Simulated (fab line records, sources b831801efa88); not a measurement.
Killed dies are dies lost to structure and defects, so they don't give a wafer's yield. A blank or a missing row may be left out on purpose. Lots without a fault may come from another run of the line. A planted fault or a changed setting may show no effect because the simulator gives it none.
Chamber matching | flow sky130 | SKY_VIA3_CMP_02 on cmp-02: 4 sister chambers
The step polishes SiO2. 8 wafers are shown with their chamber, then 9 later ones without.

WAFERS WITH THEIR CHAMBER
wafer  | chamber | motor_current_A (A) | slurry_flow_ml_min
L612.4 | 2       | 13.1                | 150.0
L613.2 | 2       | 12.9                | 150.2
L613.3 | 3       | 11.5                | 150.5
L614.5 | 0       | 11.8                | 150.2
L614.6 | 1       | 12.8                | 150.6
L615.1 | 3       | 12.3                | 149.0
L615.2 | 1       | 12.8                | 150.2
L615.4 | 0       | 11.4                | 149.9

WAFERS WITHOUT THEIR CHAMBER
wafer  | motor_current_A (A) | slurry_flow_ml_min
L623.1 | 13.6                | 150.5
L623.3 | 11.4                | 150.9
L623.4 | 11.9                | 149.6
L627.1 | 13.6                | 149.9
L627.2 | 12.3                | 149.9
L627.5 | 13.1                | 150.2
L629.1 | 11.5                | 150.0
L629.4 | 13.0                | 149.7
L629.6 | 12.1                | 150.2

WHICH CHAMBER EACH WENT THROUGH
wafer  | from the rows above               | in truth
L623.1 | can't be placed: 2 or 1           | 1
L623.3 | can't be placed: 0 or 3           | 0
L623.4 | can't be placed: 3 or 0           | 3
L627.1 | can't be placed: 2 or 1           | 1
L627.2 | can't be placed: 3 or 1 or 0 or 2 | 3
L627.5 | can't be placed: 2 or 1           | 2
L629.1 | can't be placed: 0 or 3           | 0
L629.4 | can't be placed: 2 or 1           | 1
L629.6 | can't be placed: 3 or 0 or 1 or 2 | 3
Placed correctly: 0 of 9. Can't be placed from these rows: 9 (the true chamber is among the candidates in 9). Placed wrongly: 0.
How it was worked out, from the rows above alone: a wafer's distance from a chamber is the root of the sum, over the readings, of the square of ((its reading less the chamber's mean) divided by the reading's scatter). The wafer belongs to the nearest chamber; if the next one is less than 2 further off, it can't be placed. A chamber's mean is the mean of its shown wafers. The scatter: the root of (the sum of the squares of (reading less its chamber's mean) over the shown wafers, divided by (wafers less chambers)).
